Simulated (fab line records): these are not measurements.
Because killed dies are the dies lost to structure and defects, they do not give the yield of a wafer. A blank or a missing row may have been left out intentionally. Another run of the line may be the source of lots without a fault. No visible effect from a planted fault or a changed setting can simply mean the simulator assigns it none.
A lot that was struck, set against a sound lot :: flow sky130 :: 26 out of 708 route steps
Sound: these wafers, L280.1, L280.3, L280.5. Wafers L287.1, L287.2, L287.3 were the ones struck. Last of all comes the cause.
For every step that has rows: the tool of each side, followed by ch and its chambers, followed by its first start. Under that, the readings that differ: sound wafers :: struck wafers :: difference of the means :: sigmas: that difference in standard deviations of wafers without a fault.
alike: same words and numbers on both sides, and readings whose means sit less than 2 such deviations apart. not compared: any withheld reading, any reading some wafer has no value for, any bound like >300 that may hide the same value, and any number with overlapping values for which the record gives no deviation.
Wherever a step has rows on one side only, a row that says differs or no value, or a row with sigmas, the two part there. Numbers that have no deviation but don't overlap get no sigmas and don't part them. A reading that every wafer of one side lacks parts them only if that side has two wafers or more.

SKY_LDD_N_STRIP_16: strips in O2/N2.
  sound on plasma_asher-03 ch 0,1, day 21 00:44; struck on plasma_asher-02 ch 0,1, day 23 14:41
  alike: drypump_motor_current_A, o2_flow_sccm, oes_product_au, strip_time_to_endpoint_s
  not compared: rf_hours_counter_h
SKY_LDD_N_TW_MEAS_17:
  sound on film_metro-04, day 21 00:50; struck on film_metro-03, day 23 14:47
  alike: LDD_N_TW
then, 7 steps without rows for these wafers: SKY_LDD_P_DEHYDRATE_00 (time 60 s); SKY_LDD_P_HMDS_01 (prime time 60 s); SKY_LDD_P_COAT_02 (resist thk 1140 nm); SKY_LDD_P_SOFTBAKE_03 (time 60 s); SKY_LDD_P_EXPOSE_04 (exposes mask PSDM, target cd 380 nm); SKY_LDD_P_PEB_05; SKY_LDD_P_DEVELOP_06 (develop time 60 s).
SKY_LDD_P_CD_MEAS_07: target cd 380 nm.
  sound on cd_sem-01, day 22 07:08; struck on cd_sem-01, day 24 20:44
reading: cd_nm (nm)
sound: 374.9 373.7 375.3
struck: 380.3 380.7 381.7
difference: +6.3
sigmas: +3
SKY_LDD_P_OVL_MEAS_08:
  sound on overlay-01, day 22 07:16; struck on overlay-01, day 24 20:52
  alike: LDD_P_OVL
next, for these wafers, 1 step has no rows: SKY_LDD_P_IMPLANT_09.
SKY_LDD_P_STRIP_10: strips in O2/N2.
  sound on plasma_asher-03 ch 1, day 22 07:27; struck on plasma_asher-04 ch 0,1, day 24 21:03
reading: oes_product_au (a.u.)
sound: 0.712 0.715 0.716
struck: 0.960 0.950 0.950
difference: +0.239
sigmas: +56

reading: strip_time_to_endpoint_s (s)
sound: 14.20 14.25 14.23
struck: - - -
difference: no value on the struck wafers
sigmas: 

reading: model.NOVOLAK_of_LDD_P_COAT_02.thk_nm (nm)
sound: 0 0 0
struck: 147.8 147.6 148.3
difference: +147.9
sigmas: 
  alike: drypump_motor_current_A, o2_flow_sccm
  not compared: rf_hours_counter_h
SKY_LDD_P_TW_MEAS_11:
  sound on film_metro-03, day 22 07:33; struck on film_metro-03, day 24 21:09
  alike: LDD_P_TW
then, 7 steps without rows for these wafers: SKY_LDD_HVN_DEHYDRATE_00 (time 60 s); SKY_LDD_HVN_HMDS_01 (prime time 60 s); SKY_LDD_HVN_COAT_02 (resist thk 300 nm); SKY_LDD_HVN_SOFTBAKE_03 (time 60 s); SKY_LDD_HVN_EXPOSE_04 (exposes mask HVNTM, target cd 700 nm); SKY_LDD_HVN_PEB_05; SKY_LDD_HVN_DEVELOP_06 (develop time 60 s).
SKY_LDD_HVN_OVL_MEAS_07:
  sound on overlay-01, day 23 13:56; struck on overlay-02, day 26 02:52
  alike: LDD_HVN_OVL
next, for these wafers, 1 step has no rows: SKY_LDD_HVN_IMPLANT_08.
SKY_LDD_HVN_STRIP_09: strips in O2/N2.
  sound on plasma_asher-04 ch 1, day 23 14:07; struck on plasma_asher-04 ch 0,1, day 26 03:03
reading: o2_flow_sccm (sccm)
sound: 3006 3006 3015
struck: 2980 2988 2978
difference: -27
sigmas: -3

reading: oes_product_au (a.u.)
sound: 0.407 0.409 0.407
struck: 0.502 0.510 0.505
difference: +0.098
sigmas: +21

reading: strip_time_to_endpoint_s (s)
sound: 4.132 4.120 4.112
struck: 6.514 6.521 6.538
difference: +2.403
sigmas: +99 or more
  alike: drypump_motor_current_A
  not compared: rf_hours_counter_h
SKY_LDD_HVN_TW_MEAS_10:
  sound on film_metro-01, day 23 14:13; struck on film_metro-04, day 26 03:09
reading: LDD_HVN_TW
sound: 1445 1441 1440
struck: 535 536 531
difference: -908
sigmas: -65
then, 1 step without rows for these wafers: SKY_LDD_HVP_DEHYDRATE_00 (time 60 s).

WHERE THEY PART
At SKY_LDD_P_CD_MEAS_07 first; at SKY_LDD_HVN_TW_MEAS_10 last (within this record only).

WHY: whatever the simulator had introduced
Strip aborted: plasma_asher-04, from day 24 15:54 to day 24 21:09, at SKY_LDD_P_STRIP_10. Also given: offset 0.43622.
